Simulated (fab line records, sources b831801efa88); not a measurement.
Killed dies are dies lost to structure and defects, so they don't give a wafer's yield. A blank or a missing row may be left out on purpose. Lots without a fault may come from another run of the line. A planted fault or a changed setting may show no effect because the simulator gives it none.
Which tool did it? | flow sky130 | 13 lots, 39 wafers sampled, at 4 steps of a route of 708

WHAT THE GAUGES READ, wafer by wafer
SKY_SONOS_ONO_THK_MEAS_01. Usual: SONOS_ONO_OXIDATION_THK 2.60 nm, standard deviation 0.066.
lot  | measured     | on            | SONOS_ONO_OXIDATION_THK (nm) | flag
L499 | day 12 07:04 | film_metro-04 | 2.52 2.46 2.60               |
L500 | day 12 20:29 | film_metro-02 | 2.59 2.60 2.62               |
L502 | day 13 07:59 | film_metro-04 | 2.54 2.54 2.49               |
L503 | day 13 13:24 | film_metro-02 | 2.59 2.56 2.54               |
L505 | day 14 10:59 | film_metro-01 | 2.64 2.61 2.56               |
L506 | day 14 13:50 | film_metro-04 | 2.64 2.66 2.64               |
L508 | day 15 02:12 | film_metro-02 | 2.58 2.56 2.59               |
L515 | day 17 14:00 | film_metro-02 | 2.63 2.65 2.62               |
L516 | day 17 19:50 | film_metro-02 | 2.63 2.56 2.58               |
L517 | day 18 06:58 | film_metro-01 | 2.59 2.58 2.62               |
L519 | day 18 23:05 | film_metro-01 | 2.72 2.62 2.64               |
L518 | day 19 01:37 | film_metro-02 | 2.49 2.55 2.56               |
L520 | day 19 18:47 | film_metro-01 | 2.60 2.57 2.50               |

SKY_LDD_P_TW_MEAS_11. Usual: LDD_P_TW 637, standard deviation 3.8.
lot  | measured     | on            | LDD_P_TW    | flag
L499 | day 19 23:13 | film_metro-02 | 635 637 638 |
L500 | day 20 15:33 | film_metro-02 | 633 633 632 |
L502 | day 21 12:10 | film_metro-03 | 639 645 642 |
L503 | day 21 12:25 | film_metro-02 | 632 633 630 |
L505 | day 22 14:28 | film_metro-03 | 640 639 637 |
L506 | day 22 16:19 | film_metro-01 | 635 638 637 |
L508 | day 23 07:13 | film_metro-01 | 634 634 637 |
L515 | day 25 21:29 | film_metro-03 | 638 644 640 |
L516 | day 26 05:40 | film_metro-02 | 633 633 636 |
L517 | day 26 13:22 | film_metro-01 | 638 636 640 |
L519 | day 27 02:15 | film_metro-03 | 645 648 644 |
L518 | day 27 06:40 | film_metro-01 | 641 640 641 |
L520 | day 27 21:15 | film_metro-02 | 632 633 633 |

WHICH TOOL RAN EACH LOT (tool, then ch and the chambers of the sampled wafers, then the start)
lot  | SKY_POLY_GATE_SOFTBAKE_09         | SKY_POLY_GATE_ETCH_15
L499 | litho_track-03 ch 0, day 16 17:00 | rie_diel-01 ch 0,1, day 17 07:43
L500 | litho_track-03 ch 0, day 17 05:00 | rie_diel-02 ch 0,2,3, day 17 20:58
L502 | litho_track-02 ch 0, day 18 03:00 | rie_diel-01 ch 0,3, day 18 18:49
L503 | litho_track-04 ch 0, day 18 03:00 | rie_diel-02 ch 0,1,3, day 18 19:04
L505 | litho_track-03 ch 0, day 19 04:00 | rie_diel-03 ch 0,1,2, day 19 19:34
L506 | litho_track-04 ch 0, day 19 06:00 | rie_diel-03 ch 0,1,2, day 19 22:28
L508 | litho_track-03 ch 0, day 19 21:00 | rie_diel-01 ch 0,1,2, day 20 13:25
L515 | litho_track-03 ch 0, day 22 12:00 | rie_diel-02 ch 1,2,3, day 23 04:19
L516 | litho_track-02 ch 0, day 22 21:00 | rie_diel-03 ch 0,1,2, day 23 12:58
L517 | litho_track-02 ch 0, day 23 06:00 | rie_diel-03 ch 0,3, day 23 21:10
L519 | litho_track-03 ch 0, day 23 20:00 | rie_diel-01 ch 0,1,3, day 24 12:03
L518 | litho_track-03 ch 0, day 23 23:00 | rie_diel-01 ch 0,1,3, day 24 15:28
L520 | litho_track-02 ch 0, day 24 16:00 | rie_diel-03 ch 1,2, day 25 07:34
- SKY_POLY_GATE_SOFTBAKE_09: time 87.27 s.
- SKY_POLY_GATE_ETCH_15: etches BARC in N2/H2, stops on SiO2, time 118.5 s, target depth 110 nm.

WHAT THE TOOLS THEMSELVES READ (means of the sampled wafers that have a number; where no wafer has one, the mark that the record gives instead)
SKY_POLY_GATE_SOFTBAKE_09. Usual: heater_power_total_W 57.92 W, standard deviation 0.096; plate_temp_C 100.00 C, standard deviation 0.12.
lot  | tool           | heater_power_total_W (W) | plate_temp_C (C) | flag
L499 | litho_track-03 | 57.83                    | 100.06           |
L500 | litho_track-03 | 57.90                    | 100.03           |
L502 | litho_track-02 | 57.96                    | 99.99            |
L503 | litho_track-04 | 57.84                    | 99.74            |
L505 | litho_track-03 | 52.28                    | 92.99            | OFF
L506 | litho_track-04 | 57.88                    | 99.95            |
L508 | litho_track-03 | 52.29                    | 92.85            | OFF
L515 | litho_track-03 | 58.07                    | 100.04           |
L516 | litho_track-02 | 57.90                    | 100.00           |
L517 | litho_track-02 | 57.87                    | 99.88            |
L519 | litho_track-03 | 57.93                    | 99.85            |
L518 | litho_track-03 | 57.96                    | 100.04           |
L520 | litho_track-02 | 57.80                    | 100.08           |

SKY_POLY_GATE_ETCH_15. Usual: drypump_motor_current_A 5.7 A, standard deviation 0.37; oes_product_au 0.715 a.u., standard deviation 0.0043; throttle_valve_pct 13.212 %, standard deviation 0.0097.
lot  | tool        | drypump_motor_current_A (A) | oes_product_au (a.u.) | throttle_valve_pct (%) | flag
L499 | rie_diel-01 | 5.6                         | 0.716                 | 13.221                 |
L500 | rie_diel-02 | 5.9                         | 0.717                 | 13.218                 |
L502 | rie_diel-01 | 5.6                         | 0.714                 | 13.208                 |
L503 | rie_diel-02 | 5.8                         | 0.719                 | 13.208                 |
L505 | rie_diel-03 | 6.1                         | 0.716                 | 13.212                 |
L506 | rie_diel-03 | 6.1                         | 0.710                 | 13.215                 |
L508 | rie_diel-01 | 5.5                         | 0.715                 | 13.205                 |
L515 | rie_diel-02 | 5.7                         | 0.714                 | 13.206                 |
L516 | rie_diel-03 | 6.1                         | 0.715                 | 13.204                 |
L517 | rie_diel-03 | 5.4                         | 0.713                 | 13.218                 |
L519 | rie_diel-01 | 5.6                         | 0.714                 | 13.212                 |
L518 | rie_diel-01 | 5.6                         | 0.718                 | 13.209                 |
L520 | rie_diel-03 | 6.1                         | 0.717                 | 13.218                 |

THE ANSWER, worked out from the rows above alone
Rule: a lot is off if the mean of its wafers that have a number lies more than 3 standard deviations from the usual mean. A lot without any number at a reading at which 4 lots or more have one is off too. The other lots that the step has rows for count as sound. The gauges are gone through in route order, then the tools' own readings, and for those a lot's mean is taken as printed above. The first step at which some lot is off is used, and at that step the reading that is off furthest; a lot without a number counts as furthest.
Off: L505, L508, at SKY_POLY_GATE_SOFTBAKE_09 (plate_temp_C).
A tool fits if, at that step or a process step before it, it ran every lot that is off, and no sound lot after the first of them. None of those tried fits.

WHAT THE SIMULATOR HAD PUT IN
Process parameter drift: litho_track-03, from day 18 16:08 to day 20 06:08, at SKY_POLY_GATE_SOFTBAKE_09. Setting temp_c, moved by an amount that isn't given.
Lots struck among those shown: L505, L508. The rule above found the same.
